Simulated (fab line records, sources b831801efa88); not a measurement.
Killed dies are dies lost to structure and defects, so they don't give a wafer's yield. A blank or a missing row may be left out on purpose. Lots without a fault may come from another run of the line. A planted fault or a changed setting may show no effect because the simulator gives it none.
A sampling plan put to the test | flow sky130 | one fab line, 14 faults that these records tell of, each judged on the records of the lots that it struck
The plan is the line's own looks: the steps of the route at which a gauge or an inspection reads the wafer and doesn't change it. A look can be judged if struck wafers have a number there and the file gives its usual mean and standard deviation on fault-free wafers. Caught: at a look after the fault's first step, the mean of the struck wafers lies 4 or more of those standard deviations (sigma) from the usual mean. On the tool: the same test on the tool's own readings at the fault's steps. Another recipe on the struck wafers, or a record that is blank for them alone, also counts as caught.

THE FAULTS, as the simulator had put them in
1. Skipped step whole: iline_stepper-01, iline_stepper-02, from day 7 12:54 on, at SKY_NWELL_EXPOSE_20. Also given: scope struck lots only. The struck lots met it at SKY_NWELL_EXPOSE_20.
2. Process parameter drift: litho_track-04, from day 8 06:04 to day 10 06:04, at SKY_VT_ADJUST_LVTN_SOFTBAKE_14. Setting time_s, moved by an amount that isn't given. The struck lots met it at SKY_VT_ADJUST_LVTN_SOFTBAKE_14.
3. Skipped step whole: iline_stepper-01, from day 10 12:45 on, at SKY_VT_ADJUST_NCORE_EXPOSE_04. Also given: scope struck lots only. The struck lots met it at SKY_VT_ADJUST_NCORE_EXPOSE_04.
4. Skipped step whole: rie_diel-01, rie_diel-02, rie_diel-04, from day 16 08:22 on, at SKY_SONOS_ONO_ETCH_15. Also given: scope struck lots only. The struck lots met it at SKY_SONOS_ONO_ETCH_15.
5. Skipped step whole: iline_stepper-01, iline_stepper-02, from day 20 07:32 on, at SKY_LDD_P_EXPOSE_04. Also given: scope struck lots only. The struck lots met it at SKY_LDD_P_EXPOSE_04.
6. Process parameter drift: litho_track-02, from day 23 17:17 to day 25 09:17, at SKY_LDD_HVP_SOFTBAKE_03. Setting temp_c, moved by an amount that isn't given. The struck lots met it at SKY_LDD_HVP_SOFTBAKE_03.
7. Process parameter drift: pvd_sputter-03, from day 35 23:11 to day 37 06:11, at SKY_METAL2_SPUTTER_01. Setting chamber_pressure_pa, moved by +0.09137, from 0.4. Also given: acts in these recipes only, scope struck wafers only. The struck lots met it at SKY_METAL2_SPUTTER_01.
8. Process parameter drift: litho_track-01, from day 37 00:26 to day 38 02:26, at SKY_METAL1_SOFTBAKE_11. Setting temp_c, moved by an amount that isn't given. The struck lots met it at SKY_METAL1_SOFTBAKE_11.
9. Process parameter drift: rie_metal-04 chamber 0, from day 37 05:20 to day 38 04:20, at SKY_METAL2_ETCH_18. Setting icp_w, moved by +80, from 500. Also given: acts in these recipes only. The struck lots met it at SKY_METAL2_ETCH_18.
10. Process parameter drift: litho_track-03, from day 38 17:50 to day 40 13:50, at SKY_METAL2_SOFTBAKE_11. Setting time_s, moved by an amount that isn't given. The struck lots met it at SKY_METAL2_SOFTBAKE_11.
11. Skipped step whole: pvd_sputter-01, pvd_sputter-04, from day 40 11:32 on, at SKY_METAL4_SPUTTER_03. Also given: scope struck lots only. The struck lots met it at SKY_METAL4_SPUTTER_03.
12. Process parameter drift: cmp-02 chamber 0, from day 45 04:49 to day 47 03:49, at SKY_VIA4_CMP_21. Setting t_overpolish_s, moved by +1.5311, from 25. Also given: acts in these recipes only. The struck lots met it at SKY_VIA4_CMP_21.
13. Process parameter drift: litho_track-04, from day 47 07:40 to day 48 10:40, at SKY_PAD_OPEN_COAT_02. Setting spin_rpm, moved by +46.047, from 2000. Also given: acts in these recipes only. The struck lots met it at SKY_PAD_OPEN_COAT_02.
14. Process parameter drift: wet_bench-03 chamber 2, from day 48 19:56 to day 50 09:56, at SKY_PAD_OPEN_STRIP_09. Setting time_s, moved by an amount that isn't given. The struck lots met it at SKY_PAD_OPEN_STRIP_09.

WHAT THE PLAN SAW
fault | on the tool itself                               | first look that catches it                      | reading, sigma | median hours from its first step to that look | hours from the fault's start to the first struck lot there | judged looks passed uncaught
1     | no reading that can be judged                    | none of the 2 looks that can be judged after it | -              | -                                             | -                                                          | 2
2     | run_length_s +79 sigma                           | none of the 3 looks that can be judged after it | -              | -                                             | -                                                          | 3
3     | no reading that can be judged                    | no look after it can be judged                  | -              | -                                             | -                                                          | 0
4     | the tool's record is blank for the struck wafers | none of the 3 looks that can be judged after it | -              | -                                             | -                                                          | 3
5     | no reading that can be judged                    | no look after it can be judged                  | -              | -                                             | -                                                          | 0
6     | heater_power_total_W +14 sigma                   | not the one look that can be judged after it    | -              | -                                             | -                                                          | 1
7     | chamber_pressure_pa +99 or beyond sigma          | no look after it can be judged                  | -              | -                                             | -                                                          | 0
8     | plate_temp_C +8.5 sigma                          | no look after it can be judged                  | -              | -                                             | -                                                          | 0
9     | rf_fwd_power_W +30 sigma                         | not the one look that can be judged after it    | -              | -                                             | -                                                          | 1
10    | run_length_s +21 sigma                           | no look after it can be judged                  | -              | -                                             | -                                                          | 0
11    | the tool's record is blank for the struck wafers | no look after it can be judged                  | -              | -                                             | -                                                          | 0
12    | overpolish_run_s +99 or beyond sigma             | no look after it can be judged                  | -              | -                                             | -                                                          | 0
13    | spin_speed_rpm +30 sigma                         | no look after it can be judged                  | -              | -                                             | -                                                          | 0
14    | run_length_s +17 sigma                           | no look after it can be judged                  | -              | -                                             | -                                                          | 0
A dash: the fault isn't caught, or these records don't give the number.

Caught at a look: 0 of 14. Caught on the tool: 11 of 14. By one or the other: 11 of 14.
Caught on the tool alone: faults 2, 4, 6, 7, 8, 9, 10, 11, 12, 13, 14.
Caught by neither: faults 1, 3, 5.
